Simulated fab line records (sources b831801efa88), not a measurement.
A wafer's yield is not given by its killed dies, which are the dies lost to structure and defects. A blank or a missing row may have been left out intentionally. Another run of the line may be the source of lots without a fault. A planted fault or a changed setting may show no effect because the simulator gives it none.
A lot that was struck, set against a sound lot    flow sky130    16 out of 708 route steps
Sound: wafers L740.2, L740.4, L740.6. Wafers L729.4, L729.5, L729.6 were the ones struck. Last of all comes the cause.
Each step with rows lists, per side, the tool, then ch with its chambers, then its first start. Under that, the readings that differ: sound wafers    struck wafers    difference of the means    sigmas: that difference in standard deviations of wafers without a fault.
alike: same words and numbers on both sides, and readings whose means sit less than 2 such deviations apart. not compared: any withheld reading, any reading some wafer has no value for, any bound like >300 that may hide the same value, and any number with overlapping values for which the record gives no deviation.
Wherever a step has rows on one side only, a row that says differs or no value, or a row with sigmas, the two part there. Numbers that don't overlap but have no deviation are shown without sigmas and don't part them. Lack of a reading on every wafer of one side parts them only where that side has two or more wafers.

SKY_METAL1_THK_MEAS_06: measures by xrf.
  sound on filmMetro-04, day 36 04:46; struck on filmMetro-03, day 32 23:20
  alike: METAL1_ALCU_THK
then, 8 steps without rows for these wafers: SKY_METAL1_DEHYDRATE_07 (time 60 s); SKY_METAL1_HMDS_08 (prime time 60 s); SKY_METAL1_COAT_09 (resist thk 60 nm); SKY_METAL1_COAT_10 (resist thk 450 nm); SKY_METAL1_SOFTBAKE_11 (time 90 s); SKY_METAL1_EXPOSE_12 (exposes mask MM1, target cd 140 nm); SKY_METAL1_PEB_13; SKY_METAL1_DEVELOP_14 (develop time 60 s).
SKY_METAL1_CD_MEAS_15: the cd target is 140 nm.
  sound on cdSem-01, day 37 06:16; struck on cdSem-01, day 34 01:34
  alike: cdNm
SKY_METAL1_OVL_MEAS_16:
  sound on overlay-02, day 37 06:23; struck on overlay-02, day 34 01:38
  alike: METAL1_OVL
SKY_METAL1_DESCUM_17: chemistry O2, time 8 s.
  sound on rieMetal-04 ch 0,1, day 37 06:25; struck on rieMetal-03 ch 1, day 34 01:41
  alike: drypumpMotorCurrentA, oesProductAu
  not compared: rfHoursCounterH
SKY_METAL1_ETCH_18: etches BARC in N2/H2, stops on SiO2, time 45.9 s, target depth 60 nm.
  sound on rieMetal-04 ch 0,1, day 37 06:27; struck on rieMetal-03 ch 1, day 34 01:47
reading                                       sound              struck             difference  sigmas
rfFwdPowerW (W)                               495.0 494.9 493.5  573.4 573.4 574.1  +79.2       +49
model.KrF-thick_of_METAL1_COAT_10.thkNm (nm)  390.4 393.1 392    384.8 385.4 384.6  -6.9        
  alike: drypumpMotorCurrentA, oesProductAu, throttleValvePct
  not compared: rfHoursCounterH
SKY_METAL1_METAL_ETCH_19: etches the open film in Cl2/BCl3, stops on SiO2, target depth 360 nm, time 78 s.
  sound on rieMetal-04 ch 0,1, day 37 06:31; struck on rieMetal-03 ch 1, day 34 01:56
reading                                       sound            struck             difference  sigmas
model.KrF-thick_of_METAL1_COAT_10.thkNm (nm)  156.1 161 157.1  145.2 148.5 146.2  -11.4       
  alike: drypumpMotorCurrentA, oesProductAu, rfFwdPowerW, throttleValvePct
  not compared: rfHoursCounterH
SKY_METAL1_STRIP_20: strips in O2/N2.
  sound on plasmaAsher-04 ch 0, day 37 06:36; struck on plasmaAsher-01 ch 0,1, day 34 02:04
reading                   sound           struck          difference  sigmas
stripTimeToEndpointS (s)  2.67 2.73 2.67  2.55 2.58 2.57  -0.12       -3
  alike: drypumpMotorCurrentA, oesProductAu
  not compared: rfHoursCounterH
-- the record jumps here: 13 days lie between the struck wafers' starts before and after (it left off in module METAL1 and takes up again in module PAD_OPEN, whose first step shown is number 708 of the route) --
SKY_PAD_OPEN_PROBE_99:
  only the struck wafers here have rows in the record (prober-01, day 46 18:16); the sound ones have none

WHERE THEY PART
At SKY_METAL1_ETCH_18 first; at SKY_PAD_OPEN_PROBE_99 last (within this record only).

WHY: whatever the simulator had introduced
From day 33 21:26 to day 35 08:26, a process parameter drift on rieMetal-03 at SKY_METAL1_ETCH_18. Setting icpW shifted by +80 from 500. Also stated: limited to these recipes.
